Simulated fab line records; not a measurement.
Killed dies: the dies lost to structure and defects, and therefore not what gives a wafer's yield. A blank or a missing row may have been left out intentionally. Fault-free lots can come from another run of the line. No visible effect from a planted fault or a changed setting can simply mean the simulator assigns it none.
The tool behind it: which one?	flow sfq line	Sampling: 13 lots, 39 wafers, 2 of 325 route steps

## WHAT THE GAUGES SHOWED, per wafer
No reading from a measuring or inspecting step in the record can be judged against a usual standard deviation.

## TOOL THAT RAN EACH LOT (tool first, then ch and the chambers of the sampled wafers, then the start)
lot	SFQ_TRILAYER_M1_STRIP_STRIP_043	SFQ_TRILAYER_I3_VIA_BARC_OPEN_VIA_ETCH_121
L145	rie metal-04 ch 0,1, day 17 07:41	rie diel-03 ch 0,3, day 43 10:00
L146	rie metal-02 ch 0,1, day 17 10:14	rie diel-04 ch 0,1,3, day 43 13:36
L147	rie metal-02 ch 0,1, day 17 15:02	rie diel-02 ch 0,1,2, day 44 04:15
L148	rie metal-02 ch 0, day 18 00:38	rie diel-03 ch 0,1,2, day 44 07:51
L149	rie metal-02 ch 0,1, day 18 03:02	rie diel-02 ch 0,1,2, day 44 12:39
L151	rie metal-04 ch 0,1, day 18 19:56	rie diel-04 ch 0,2,3, day 45 04:15
L154	rie metal-04 ch 0,1, day 20 15:44	rie diel-02 ch 1,3, day 46 16:15
L155	rie metal-03 ch 0,1, day 21 12:16	rie diel-04 ch 0,2,3, day 47 23:27
L156	rie metal-02 ch 0,1, day 22 03:59	rie diel-02 ch 0,1, day 48 00:39
L157	rie metal-03 ch 0,1, day 22 23:19	rie diel-02 ch 0,1,2, day 48 15:02
L158	rie metal-02 ch 0,1, day 23 13:55	rie diel-02 ch 0,1,2, day 48 19:50
L167	rie metal-03 ch 0,1, day 24 12:31	rie diel-04 ch 2,3, day 50 10:10
L168	rie metal-02 ch 0,1, day 26 22:07	rie diel-02 ch 0,3, day 51 21:49
- SFQ_TRILAYER_M1_STRIP_STRIP_043: strips in O2.
- SFQ_TRILAYER_I3_VIA_BARC_OPEN_VIA_ETCH_121: etches BARC in O2, target depth 125 nm, time 41.7 s.

## AS READ BY THE TOOLS THEMSELVES (means over the sampled wafers that have a number; for cases with no such wafer, the mark the record gives instead)
SFQ_TRILAYER_M1_STRIP_STRIP_043. Usual: drypump motor current A 5.4 A, standard deviation 0.51; oes product au 0.998 a.u., standard deviation 0.011.
lot	tool	drypump motor current A (A)	oes product au (a.u.)	flag
L145	rie metal-04	5.3	0.999	
L146	rie metal-02	5.4	0.983	
L147	rie metal-02	5.1	0.996	
L148	rie metal-02	5.7	0.998	
L149	rie metal-02	5.4	0.991	
L151	rie metal-04	5.3	0.995	
L154	rie metal-04	5.1	1.000	
L155	rie metal-03	5.4	1.010	
L156	rie metal-02	5.1	1.000	
L157	rie metal-03	5.4	1.002	
L158	rie metal-02	5.1	0.984	
L167	rie metal-03	5.8	1.008	
L168	rie metal-02	5.4	0.985	

SFQ_TRILAYER_I3_VIA_BARC_OPEN_VIA_ETCH_121. Usual: drypump motor current A 5.9 A, standard deviation 0.43; oes product au 0.685 a.u., standard deviation 0.0041; rf fwd power W 494.4 W, standard deviation 2.6.
lot	tool	drypump motor current A (A)	oes product au (a.u.)	rf fwd power W (W)	flag
L145	rie diel-03	6.3	0.684	492.0	
L146	rie diel-04	5.8	0.689	494.7	
L147	rie diel-02	5.8	0.687	495.0	
L148	rie diel-03	6.0	0.686	492.8	
L149	rie diel-02	5.8	0.684	493.3	
L151	rie diel-04	5.8	0.683	492.7	
L154	rie diel-02	5.8	0.682	493.7	
L155	rie diel-04	5.8	0.688	493.9	
L156	rie diel-02	5.5	0.685	493.6	
L157	rie diel-02	5.8	0.684	493.8	
L158	rie diel-02	5.8	0.685	427.6	OFF
L167	rie diel-04	5.8	0.684	490.7	
L168	rie diel-02	5.7	0.679	497.0	

## THE ANSWER, worked out from the rows above alone
Rule: a lot counts as off when the mean over its wafers that have a number is more than 3 standard deviations away from the usual mean. A lot without any number at a reading at which 4 lots or more have one is off too. Where the step has rows for the other lots, those lots are counted as sound. First the gauges in route order, then the tools' own readings, where a lot's mean is used as printed above. The first step at which some lot is off is used, and at that step the reading that is off furthest; a lot without a number counts as furthest.
Off at SFQ_TRILAYER_I3_VIA_BARC_OPEN_VIA_ETCH_121 (rf fwd power W): L158.
If a tool, at that step or one of the process steps before it, ran each lot that is off and ran no sound lot following the first of them, it fits. Not one of the candidates tried fits.

## WHAT THE SIMULATOR HAD INSERTED
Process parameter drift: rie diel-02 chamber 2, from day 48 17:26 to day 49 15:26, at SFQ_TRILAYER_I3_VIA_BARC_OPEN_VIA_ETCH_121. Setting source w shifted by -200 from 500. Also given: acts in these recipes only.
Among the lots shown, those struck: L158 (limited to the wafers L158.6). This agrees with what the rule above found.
